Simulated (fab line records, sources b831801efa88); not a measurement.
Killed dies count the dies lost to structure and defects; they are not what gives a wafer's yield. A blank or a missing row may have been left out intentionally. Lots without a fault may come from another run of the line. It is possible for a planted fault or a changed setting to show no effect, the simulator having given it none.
Problem report in the 8D (eight disciplines) form, filled by code | flow sky130 | the parts of the form that need people (team, actions taken, sign-off) are left out

1. THE ISSUE
Wafers without a fault read 36.90 s, standard deviation 0.1; strip time to endpoint s at SKY_NWELL_STRIP_25 reads a mean of 11.20 s on 6 wafers belonging to 2 lots. That is -99 or more standard deviations from the usual mean.
The step: strips in O2/N2.
The first sign was on wafer L141.4 at day 10 11:17, on plasma asher-03. At this step, 42 wafers from 14 lots have a number in the record. Rule for "out" (also "out of limits"): further than 4 standard deviations from the usual mean. The other wafers with a number count as sound.

2. WHAT IT IS; WHAT IT IS NOT
question                    | is                                       | is not
which readings at this step | strip time to endpoint s, oes product au | drypump motor current A
which lots                  | L141, L144                               | L123, L124, L126, L127, L129, L130, L132, L133, L135, L136, L140, L145
which wafers of those lots  | all that have a number                   | -
read on which tools         | plasma asher-01, plasma asher-03         | plasma asher-04
when                        | from day 10 11:17                        | up to then (33 sound wafers); but 3 sound wafers of L145 came after

3. THE SUSPECTS, EACH WITH WHAT RULES IT OUT
Counting: a tool at a process step up to the reading stays a suspect if it ran every lot that is out and no sound lot after the first of them.
- litho track-03 at SKY_NWELL_COAT_18 (resist thk 3000 nm): kept. It ran every lot that is out, first L141 (day 9 22:35), and no sound lot after that; its last sound lot up to then is L133 (day 7 16:28).
Remaining after the count: litho track-03 at SKY_NWELL_COAT_18.

4. THE CAUSE (what the simulator had put in)
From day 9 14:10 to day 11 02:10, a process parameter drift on litho track-03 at SKY_NWELL_COAT_18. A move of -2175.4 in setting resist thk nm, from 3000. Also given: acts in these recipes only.
After counting, this tool was the only one left.

5. SEQUENCE OF EFFECTS, ordered by route
Each row: a reading whose mean over the struck wafers that have a number lies more than 3 standard deviations from the usual. Scope: only readings with a usual standard deviation given in the record; hours: median across lots of the time from each lot's start at the first step in this table that gives one to its start at this step; sigmas: change in usual standard deviations.
hours | step               | reading                  | usual      | on struck wafers | change | sigmas
0     | SKY_NWELL_STRIP_25 | oes product au           | 0.723 a.u. | 0.696            | -0.027 | -5.6
0     | SKY_NWELL_STRIP_25 | strip time to endpoint s | 36.90 s    | 11.20            | -25.70 | -99 or more
The process steps in it:
- SKY_NWELL_STRIP_25: strips in O2/N2.

6. WHAT WOULD HAVE CAUGHT IT SOONER
In this record the first reading out of limits was taken at day 10 11:17, 21 hours after the fault began at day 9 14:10.
Among the 2 lots that are out, L144 began SKY_NWELL_COAT_18 on litho track-03 after day 10 11:17. It would have been spared by a hold on the tool at that moment.
